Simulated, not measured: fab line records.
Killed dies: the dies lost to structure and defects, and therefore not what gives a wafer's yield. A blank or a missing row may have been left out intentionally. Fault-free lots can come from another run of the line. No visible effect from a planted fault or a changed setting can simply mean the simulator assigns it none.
Which of the tools did it? :: flow gf180mcu :: Sampling: 14 lots, 42 wafers, 5 of 602 route steps

WHAT THE GAUGES READ, wafer by wafer
GF_DUAL_GATE_OVL_MEAS_11.
lot: L837
measured: day 8 15:23
on: overlay-02
DUAL_GATE_OVL (nm): 0.1 -1.4 -0.5

lot: L838
measured: day 8 21:44
on: overlay-01
DUAL_GATE_OVL (nm): 1.6 1.4 -1.2

lot: L839
measured: day 9 07:24
on: overlay-02
DUAL_GATE_OVL (nm): 0.7 0.6 0.3

lot: L840
measured: day 9 11:31
on: overlay-01
DUAL_GATE_OVL (nm): -1.0 -2.0 -2.1

lot: L841
measured: day 9 17:59
on: overlay-01
DUAL_GATE_OVL (nm): -0.4 -1.1 -0.6

lot: L842
measured: day 9 22:29
on: overlay-01
DUAL_GATE_OVL (nm): 1.3 -1.0 1.0

lot: L843
measured: day 10 13:20
on: overlay-01
DUAL_GATE_OVL (nm): 1.8 0.7 -1.5

lot: L852
measured: day 12 23:10
on: overlay-01
DUAL_GATE_OVL (nm): 0.2 -1.9 -0.6

lot: L853
measured: day 13 08:07
on: overlay-02
DUAL_GATE_OVL (nm): -1.7 -0.4 -1.5

lot: L854
measured: day 13 16:53
on: overlay-02
DUAL_GATE_OVL (nm): 1.7 0.8 2.5

lot: L855
measured: day 14 03:47
on: overlay-02
DUAL_GATE_OVL (nm): -0.6 -0.2 0.1

lot: L856
measured: day 14 04:05
on: overlay-01
DUAL_GATE_OVL (nm): -1.1 -1.3 -1.2

lot: L858
measured: day 14 18:17
on: overlay-01
DUAL_GATE_OVL (nm): 0.1 -2.3 -1.6

lot: L859
measured: day 15 04:40
on: overlay-01
DUAL_GATE_OVL (nm): 1.5 -1.4 0.4

GF_HV_LDD_CD_MEAS_31 targets a cd of 400 nm.
lot: L837
measured: day 11 23:15
on: cdSem-02
cdNm (nm): 401.9 399.4 400.3

lot: L838
measured: day 12 04:31
on: cdSem-01
cdNm (nm): 401.1 402.4 400.9

lot: L839
measured: day 12 15:11
on: cdSem-02
cdNm (nm): 398.7 399.4 400.1

lot: L840
measured: day 12 20:44
on: cdSem-01
cdNm (nm): 400.4 402.7 402.3

lot: L841
measured: day 13 08:26
on: cdSem-02
cdNm (nm): 399.4 396.6 399.9

lot: L842
measured: day 13 11:25
on: cdSem-02
cdNm (nm): 413.1 413.8 414.5

lot: L843
measured: day 14 02:59
on: cdSem-01
cdNm (nm): 415.2 412.5 415.2

lot: L852
measured: day 16 17:53
on: cdSem-01
cdNm (nm): 400.5 402.0 399.6

lot: L853
measured: day 17 03:55
on: cdSem-02
cdNm (nm): 403.4 404.4 403.7

lot: L854
measured: day 17 14:39
on: cdSem-02
cdNm (nm): 397.1 398.0 400.0

lot: L855
measured: day 18 02:49
on: cdSem-02
cdNm (nm): 397.8 395.9 400.3

lot: L856
measured: day 18 03:07
on: cdSem-02
cdNm (nm): 402.3 401.3 401.4

lot: L858
measured: day 18 22:36
on: cdSem-02
cdNm (nm): 400.3 401.1 399.4

lot: L859
measured: day 19 04:57
on: cdSem-01
cdNm (nm): 400.9 400.5 400.3

GF_V1_THK_MEAS_03.
lot: L837
measured: day 17 18:20
on: filmMetro-02
V1_CVD_02_THK (nm): 847 855 848

lot: L838
measured: day 17 21:20
on: filmMetro-03
V1_CVD_02_THK (nm): 841 847 845

lot: L839
measured: day 18 10:18
on: filmMetro-03
V1_CVD_02_THK (nm): 841 849 857

lot: L840
measured: day 18 18:39
on: filmMetro-01
V1_CVD_02_THK (nm): 842 855 852

lot: L841
measured: day 19 05:07
on: filmMetro-01
V1_CVD_02_THK (nm): 845 836 846

lot: L842
measured: day 19 11:12
on: filmMetro-03
V1_CVD_02_THK (nm): 823 838 843

lot: L843
measured: day 20 03:18
on: filmMetro-01
V1_CVD_02_THK (nm): 844 867 855

lot: L852
measured: day 23 03:32
on: filmMetro-03
V1_CVD_02_THK (nm): 844 855 852

lot: L853
measured: day 23 10:38
on: filmMetro-02
V1_CVD_02_THK (nm): 827 867 848

lot: L854
measured: day 23 21:09
on: filmMetro-03
V1_CVD_02_THK (nm): 830 852 847

lot: L855
measured: day 24 09:18
on: filmMetro-01
V1_CVD_02_THK (nm): 853 848 860

lot: L856
measured: day 24 10:57
on: filmMetro-03
V1_CVD_02_THK (nm): 834 843 857

lot: L858
measured: day 25 03:22
on: filmMetro-01
V1_CVD_02_THK (nm): 843 841 855

lot: L859
measured: day 25 13:15
on: filmMetro-03
V1_CVD_02_THK (nm): 850 858 860

GF_V2_THK_MEAS_01.
lot: L837
measured: day 19 21:34
on: filmMetro-01
V2_CVD_00_THK (nm): 597 600 595

lot: L838
measured: day 20 00:53
on: filmMetro-04
V2_CVD_00_THK (nm): 606 604 602

lot: L839
measured: day 20 13:29
on: filmMetro-02
V2_CVD_00_THK (nm): 605 604 606

lot: L840
measured: day 20 21:18
on: filmMetro-02
V2_CVD_00_THK (nm): 596 597 599

lot: L841
measured: day 21 08:11
on: filmMetro-04
V2_CVD_00_THK (nm): 606 606 606

lot: L842
measured: day 21 14:11
on: filmMetro-04
V2_CVD_00_THK (nm): 609 604 610

lot: L843
measured: day 22 06:29
on: filmMetro-04
V2_CVD_00_THK (nm): 597 589 596

lot: L852
measured: day 25 02:28
on: filmMetro-01
V2_CVD_00_THK (nm): 599 598 599

lot: L853
measured: day 25 10:07
on: filmMetro-02
V2_CVD_00_THK (nm): 596 595 601

lot: L854
measured: day 25 19:59
on: filmMetro-01
V2_CVD_00_THK (nm): 600 602 591

lot: L855
measured: day 26 07:20
on: filmMetro-01
V2_CVD_00_THK (nm): 590 587 584

lot: L856
measured: day 26 08:17
on: filmMetro-02
V2_CVD_00_THK (nm): 591 597 595

lot: L858
measured: day 27 00:46
on: filmMetro-01
V2_CVD_00_THK (nm): 591 598 595

lot: L859
measured: day 27 09:24
on: filmMetro-02
V2_CVD_00_THK (nm): 601 597 600

WHAT TOOL EACH LOT RAN ON (gives the tool, then ch and the chambers of the sampled wafers, and finally the start)
lot: L837
GF_HV_LDD_DEVELOP_30: lithoTrack-04 ch 0, day 11 23:07

lot: L838
GF_HV_LDD_DEVELOP_30: lithoTrack-02 ch 0, day 12 04:22

lot: L839
GF_HV_LDD_DEVELOP_30: lithoTrack-04 ch 0, day 12 15:02

lot: L840
GF_HV_LDD_DEVELOP_30: lithoTrack-02 ch 0, day 12 20:36

lot: L841
GF_HV_LDD_DEVELOP_30: lithoTrack-04 ch 0, day 13 08:17

lot: L842
GF_HV_LDD_DEVELOP_30: lithoTrack-04 ch 0, day 13 11:16

lot: L843
GF_HV_LDD_DEVELOP_30: lithoTrack-04 ch 0, day 14 02:50

lot: L852
GF_HV_LDD_DEVELOP_30: lithoTrack-04 ch 0, day 16 17:44

lot: L853
GF_HV_LDD_DEVELOP_30: lithoTrack-02 ch 0, day 17 03:46

lot: L854
GF_HV_LDD_DEVELOP_30: lithoTrack-01 ch 0, day 17 14:31

lot: L855
GF_HV_LDD_DEVELOP_30: lithoTrack-02 ch 0, day 18 02:40

lot: L856
GF_HV_LDD_DEVELOP_30: lithoTrack-02 ch 0, day 18 02:58

lot: L858
GF_HV_LDD_DEVELOP_30: lithoTrack-01 ch 0, day 18 22:28

lot: L859
GF_HV_LDD_DEVELOP_30: lithoTrack-01 ch 0, day 19 04:49
- GF_HV_LDD_DEVELOP_30: develop time 60 s.

AS READ BY THE TOOLS THEMSELVES (means over the sampled wafers that have a number; for cases with no such wafer, the mark the record gives instead)
The record holds no such reading with a usual standard deviation.

THE ANSWER, worked out from the rows above alone
Rule: the usual values come from the lots themselves. Put in order of their means at a reading, lots are off if they are a third of the lots or fewer, leave a main group of 4 or more, and stand apart from it by a gap of 3 or more times the standard deviation of the main group's means; of several such gaps the widest counts. The tables above print the reading to a certain number of digits; a main group whose means all agree to those digits is not used. A lot without any number at a reading at which 4 lots or more have one is off too. Any other lot the step has rows for is counted as sound. Order of review: gauges by route order, followed by the tools' own readings, for which a lot's mean as printed above is used. At the first step where some lot is off, the reading lying furthest off is the one used; lots without a number count as furthest.
Off at GF_HV_LDD_CD_MEAS_31 (cdNm): L842, L843. For the main group the mean is 400.4 nm and the standard deviation 1.6.
A tool fits if, at a process step before that reading, it ran every lot that is off, and no sound lot after the first of them. The gauges at GF_HV_LDD_CD_MEAS_31 are tried like those tools. Not one of the candidates tried fits.

WHAT HAD BEEN PUT IN BY THE SIMULATOR
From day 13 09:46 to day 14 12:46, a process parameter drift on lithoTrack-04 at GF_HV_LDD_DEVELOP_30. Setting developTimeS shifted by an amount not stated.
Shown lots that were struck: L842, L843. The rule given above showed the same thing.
